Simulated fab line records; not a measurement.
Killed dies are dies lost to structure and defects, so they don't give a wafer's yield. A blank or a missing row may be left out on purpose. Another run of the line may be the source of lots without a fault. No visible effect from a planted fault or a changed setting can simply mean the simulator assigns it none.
Which tool did it? / flow gf180mcu / 36 wafers from 12 lots sampled at 3 of the route's 602 steps

WHAT THE GAUGES READ, wafer by wafer
GF_V5_OVL_MEAS_15. Usual: for V5_OVL the level is -1 nm and the standard deviation is 5.
lot=L761; measured=day 27 08:53; on=overlay-01; V5_OVL (nm)=5 6 2; flag=
lot=L762; measured=day 27 19:20; on=overlay-01; V5_OVL (nm)=-1 2 -3; flag=
lot=L765; measured=day 28 20:53; on=overlay-02; V5_OVL (nm)=-1 -4 -5; flag=
lot=L766; measured=day 28 23:53; on=overlay-02; V5_OVL (nm)=-3 3 -1; flag=
lot=L768; measured=day 29 14:46; on=overlay-01; V5_OVL (nm)=0 4 -4; flag=
lot=L769; measured=day 30 01:20; on=overlay-02; V5_OVL (nm)=1 8 3; flag=
lot=L771; measured=day 30 15:14; on=overlay-01; V5_OVL (nm)=-10 -11 -7; flag=
lot=L777; measured=day 32 10:08; on=overlay-01; V5_OVL (nm)=2 -2 7; flag=
lot=L778; measured=day 32 14:38; on=overlay-01; V5_OVL (nm)=-5 7 3; flag=
lot=L780; measured=day 32 21:46; on=overlay-02; V5_OVL (nm)=-9 0 0; flag=
lot=L782; measured=day 33 11:23; on=overlay-01; V5_OVL (nm)=-2 0 -3; flag=
lot=L783; measured=day 33 17:11; on=overlay-01; V5_OVL (nm)=-10 -10 -8; flag=

WHICH TOOL RAN EACH LOT (tool, then ch and the chambers of the sampled wafers, then the start)
lot=L761; GF_MIM_SPUTTER_01=pvd_sputter-04, day 24 16:31; GF_V5_CVD_00=hdpcvd-01 ch 0,1, day 26 12:09
lot=L762; GF_MIM_SPUTTER_01=pvd_sputter-02, day 25 03:09; GF_V5_CVD_00=hdpcvd-01 ch 0,1,2, day 26 22:47
lot=L765; GF_MIM_SPUTTER_01=pvd_sputter-03, day 26 05:06; GF_V5_CVD_00=hdpcvd-01 ch 0,1, day 27 23:59
lot=L766; GF_MIM_SPUTTER_01=pvd_sputter-04, day 26 09:44; GF_V5_CVD_00=hdpcvd-02 ch 0,1,2, day 28 03:26
lot=L768; GF_MIM_SPUTTER_01=pvd_sputter-04, day 27 02:29; GF_V5_CVD_00=hdpcvd-02 ch 0,1, day 28 19:36
lot=L769; GF_MIM_SPUTTER_01=pvd_sputter-04, day 27 14:04; GF_V5_CVD_00=hdpcvd-02 ch 0,1,2, day 29 06:17
lot=L771; GF_MIM_SPUTTER_01=pvd_sputter-02, day 28 05:28; GF_V5_CVD_00=hdpcvd-02 ch 0,1,2, day 29 20:14
lot=L777; GF_MIM_SPUTTER_01=pvd_sputter-03, day 30 02:01; GF_V5_CVD_00=hdpcvd-01 ch 0,1,2, day 31 15:47
lot=L778; GF_MIM_SPUTTER_01=pvd_sputter-02, day 30 09:04; GF_V5_CVD_00=hdpcvd-01 ch 0,1,2, day 31 20:58
lot=L780; GF_MIM_SPUTTER_01=pvd_sputter-03, day 30 17:06; GF_V5_CVD_00=hdpcvd-01 ch 1,2, day 32 04:50
lot=L782; GF_MIM_SPUTTER_01=pvd_sputter-02, day 31 07:10; GF_V5_CVD_00=hdpcvd-01 ch 0,2, day 32 18:37
lot=L783; GF_MIM_SPUTTER_01=pvd_sputter-04, day 31 13:58; GF_V5_CVD_00=hdpcvd-01 ch 0,2, day 33 00:50
- GF_MIM_SPUTTER_01: material TiN, target thk 30 nm, time 25 s.
- GF_V5_CVD_00: deposits SiO2, target thk 300 nm, time 50 s.

WHAT THE TOOLS THEMSELVES READ (means of the sampled wafers that have a number; where no wafer has one, the mark that the record gives instead)
GF_MIM_SPUTTER_01. Usual: chamber_pressure_pa 0.3998 Pa, standard deviation 0.00083; throttle_valve_pct 29.6 %, standard deviation 1.1.
lot=L761; tool=pvd_sputter-04; chamber_pressure_pa (Pa)=0.4007; throttle_valve_pct (%)=29.7; flag=
lot=L762; tool=pvd_sputter-02; chamber_pressure_pa (Pa)=0.3996; throttle_valve_pct (%)=29.7; flag=
lot=L765; tool=pvd_sputter-03; chamber_pressure_pa (Pa)=0.4007; throttle_valve_pct (%)=29.7; flag=
lot=L766; tool=pvd_sputter-04; chamber_pressure_pa (Pa)=0.4000; throttle_valve_pct (%)=29.0; flag=
lot=L768; tool=pvd_sputter-04; chamber_pressure_pa (Pa)=0.4000; throttle_valve_pct (%)=29.5; flag=
lot=L769; tool=pvd_sputter-04; chamber_pressure_pa (Pa)=0.3994; throttle_valve_pct (%)=29.4; flag=
lot=L771; tool=pvd_sputter-02; chamber_pressure_pa (Pa)=0.3995; throttle_valve_pct (%)=29.8; flag=
lot=L777; tool=pvd_sputter-03; chamber_pressure_pa (Pa)=0.3984; throttle_valve_pct (%)=31.1; flag=
lot=L778; tool=pvd_sputter-02; chamber_pressure_pa (Pa)=0.3995; throttle_valve_pct (%)=30.7; flag=
lot=L780; tool=pvd_sputter-03; chamber_pressure_pa (Pa)=0.4001; throttle_valve_pct (%)=30.5; flag=
lot=L782; tool=pvd_sputter-02; chamber_pressure_pa (Pa)=0.4000; throttle_valve_pct (%)=29.8; flag=
lot=L783; tool=pvd_sputter-04; chamber_pressure_pa (Pa)=0.4004; throttle_valve_pct (%)=28.8; flag=

GF_V5_CVD_00. Usual: pressure_mtorr 5.999 mTorr, standard deviation 0.013; susceptor_temp_C 400.02 C, standard deviation 0.23.
lot=L761; tool=hdpcvd-01; pressure_mtorr (mTorr)=6.010; susceptor_temp_C (C)=400.08; flag=
lot=L762; tool=hdpcvd-01; pressure_mtorr (mTorr)=5.982; susceptor_temp_C (C)=399.96; flag=
lot=L765; tool=hdpcvd-01; pressure_mtorr (mTorr)=5.998; susceptor_temp_C (C)=400.01; flag=
lot=L766; tool=hdpcvd-02; pressure_mtorr (mTorr)=5.996; susceptor_temp_C (C)=400.21; flag=
lot=L768; tool=hdpcvd-02; pressure_mtorr (mTorr)=5.989; susceptor_temp_C (C)=400.26; flag=
lot=L769; tool=hdpcvd-02; pressure_mtorr (mTorr)=6.006; susceptor_temp_C (C)=399.98; flag=
lot=L771; tool=hdpcvd-02; pressure_mtorr (mTorr)=6.008; susceptor_temp_C (C)=399.95; flag=
lot=L777; tool=hdpcvd-01; pressure_mtorr (mTorr)=6.005; susceptor_temp_C (C)=399.93; flag=
lot=L778; tool=hdpcvd-01; pressure_mtorr (mTorr)=6.011; susceptor_temp_C (C)=399.98; flag=
lot=L780; tool=hdpcvd-01; pressure_mtorr (mTorr)=6.006; susceptor_temp_C (C)=400.07; flag=
lot=L782; tool=hdpcvd-01; pressure_mtorr (mTorr)=5.986; susceptor_temp_C (C)=399.62; flag=
lot=L783; tool=hdpcvd-01; pressure_mtorr (mTorr)=6.002; susceptor_temp_C (C)=400.16; flag=

THE ANSWER, worked out from the rows above alone
Rule: take the mean of a lot's wafers that have a number; if it is more than 3 standard deviations from the usual mean, the lot is off. A lot without any number at a reading at which 4 lots or more have one is off too. All remaining lots with rows at the step are treated as sound. Order of review: gauges by route order, followed by the tools' own readings, for which a lot's mean as printed above is used. At the first step where some lot is off, the reading lying furthest off is the one used; lots without a number count as furthest.
No lot is off on any of the readings shown, so nothing can be concluded from this.

WHAT WAS PUT IN BY THE SIMULATOR
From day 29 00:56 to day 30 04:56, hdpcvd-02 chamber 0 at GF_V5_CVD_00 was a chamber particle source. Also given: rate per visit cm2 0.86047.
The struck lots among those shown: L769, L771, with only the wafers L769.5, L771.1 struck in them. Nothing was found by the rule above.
